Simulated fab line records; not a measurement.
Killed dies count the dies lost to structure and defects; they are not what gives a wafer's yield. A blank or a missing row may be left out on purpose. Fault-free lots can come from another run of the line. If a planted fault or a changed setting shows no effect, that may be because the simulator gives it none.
8D (eight disciplines) problem report, filled in by code    flow gf180mcu    the parts of the form that need people (team, actions taken, sign-off) are left out

== 1. WHAT WENT WRONG ==
At GF_LVPWELL_COAT_02, spin-speed-rpm averages 1844.3 rpm over 6 wafers from 2 lots, while fault-free wafers read 1999.9 rpm, standard deviation 1.2. So: -99 or more standard deviations from the usual mean.
The step: resist thk 3000 nm.
The first sign was on wafer L700.2 at day 4 11:02, on litho-track-02. The record has a number at this step for 39 wafers belonging to 13 lots. Rule for "out" (also "out of limits"): further than 4 standard deviations from the usual mean. All remaining wafers that have a number are taken as sound.

== 2. WHAT IT IS, AND WHAT IT ISN'T ==
question                     is                      is not
which readings at this step  spin-speed-rpm          -
which lots                   L700, L701              L697, L698, L699, L707, L708, L710, L715, L716, L717, L718, L719
which wafers of those lots   all that have a number  -
read on which tools          litho-track-02          litho-track-01, litho-track-03
when                         from day 4 11:02        up to then (9 sound wafers); but 24 sound wafers of L707, L708, L710, L715, L716, L717, L718, L719 came after

== 3. WHAT RULES OUT EACH SUSPECT ==
Counting: a tool stays on the suspect list if, at a process step up to the reading, it processed all lots that are out and no sound lot following the first of them.
- litho-track-02 at GF_LVPWELL_COAT_02 (resist thk 3000 nm): ruled out as a lasting fault. After its first lot that is out, L700 (day 4 11:02), sound lots L717, L718 ran on it.
Left after counting: nothing in the record.

== 4. THE CAUSE (what the simulator had put in) ==
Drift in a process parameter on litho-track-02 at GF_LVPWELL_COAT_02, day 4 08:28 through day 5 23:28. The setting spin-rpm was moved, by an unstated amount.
Counting ruled it out, wrongly.

== 5. THE EFFECT CHAIN, in route order ==
Rows list readings where the struck wafers' mean (over those with a number) sits beyond 3 standard deviations from the usual. Only readings for which the record gives a usual standard deviation are gone through. hours: the time from each lot's start at the first step in this table that gives one to its start at this step, as a median over the lots. sigmas: the change in usual standard deviations.
hours  step                 reading                   usual       on struck wafers  change  sigmas
0      GF_LVPWELL_COAT_02   spin-speed-rpm            1999.9 rpm  1844.3            -155.6  -99 or more
7      GF_LVPWELL_STRIP_10  strip-time-to-endpoint-s  37.00 s     38.43             +1.43   +16
It contains these process steps:
- GF_LVPWELL_COAT_02: resist thk 3000 nm.
- GF_LVPWELL_STRIP_10: strips in O2/N2.
Later steps that measure or inspect, where all struck wafers having a row at the step show a number for every such reading and not one has moved that far: GF_SAB_THK_MEAS_01.

== 6. HOW IT WOULD HAVE BEEN CAUGHT EARLIER ==
The fault began at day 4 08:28; the first out-of-limits reading in this record came at day 4 11:02, 3 hours later.
